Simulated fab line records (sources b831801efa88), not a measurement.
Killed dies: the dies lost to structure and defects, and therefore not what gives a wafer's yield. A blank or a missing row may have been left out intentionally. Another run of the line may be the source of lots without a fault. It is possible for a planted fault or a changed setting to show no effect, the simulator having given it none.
Chamber matching    flow sky130    4 sister chambers for SKY_VIA1_CMP_24 on cmp-01
The step polishes, stops on SiO2, t overpolish 15 s, target thk 0 nm. 8 wafers are shown with their chamber, then 8 later ones without.

== EACH WAFER AND ITS CHAMBER ==
wafer   chamber  motorCurrentA (A)  timeToEndpointS (s)
L697.4  2        9.8                63.9
L701.1  0        11.2               62.4
L701.2  3        10.7               68.2
L710.2  3        11.5               67.9
L714.1  1        9.9                69.9
L714.2  0        11.0               64.6
L714.6  2        10.1               66.3
L715.1  1        10.1               67.8

== WAFERS WHOSE CHAMBER IS MISSING ==
wafer   motorCurrentA (A)  timeToEndpointS (s)
L715.2  10.3               62.5
L715.4  10.5               66.4
L716.1  10.6               71.5
L716.2  9.7                70.1
L716.5  11.3               65.5
L717.3  11.0               68.2
L717.5  10.8               68.3
L717.6  11.1               65.9

== EACH ONE'S CHAMBER ==
wafer   from the rows above                in truth
L715.2  can't be placed: 2 or 0            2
L715.4  can't be placed: 2 or 3 or 1 or 0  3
L716.1  can't be placed: 1 or 3            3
L716.2  1                                  1
L716.5  can't be placed: 0 or 3            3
L717.3  3                                  3
L717.5  can't be placed: 3 or 1            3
L717.6  can't be placed: 3 or 0            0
Placed correctly: 2 of 8. From these rows, 6 cannot be placed; in 6 the true chamber is one of the candidates. Number placed wrongly: 0.
How it was worked out, from the rows above alone: a wafer's distance from a chamber is the root of the sum, over the readings, of the square of ((its reading less the chamber's mean) divided by the reading's scatter). The wafer belongs to the nearest chamber; if the next one is less than 2 further off, it can't be placed. For every chamber, the mean is computed from those of its wafers that are shown. The scatter is the square root of a quotient: the sum, over the shown wafers, of each reading's squared deviation from its chamber's mean, divided by wafers minus chambers.
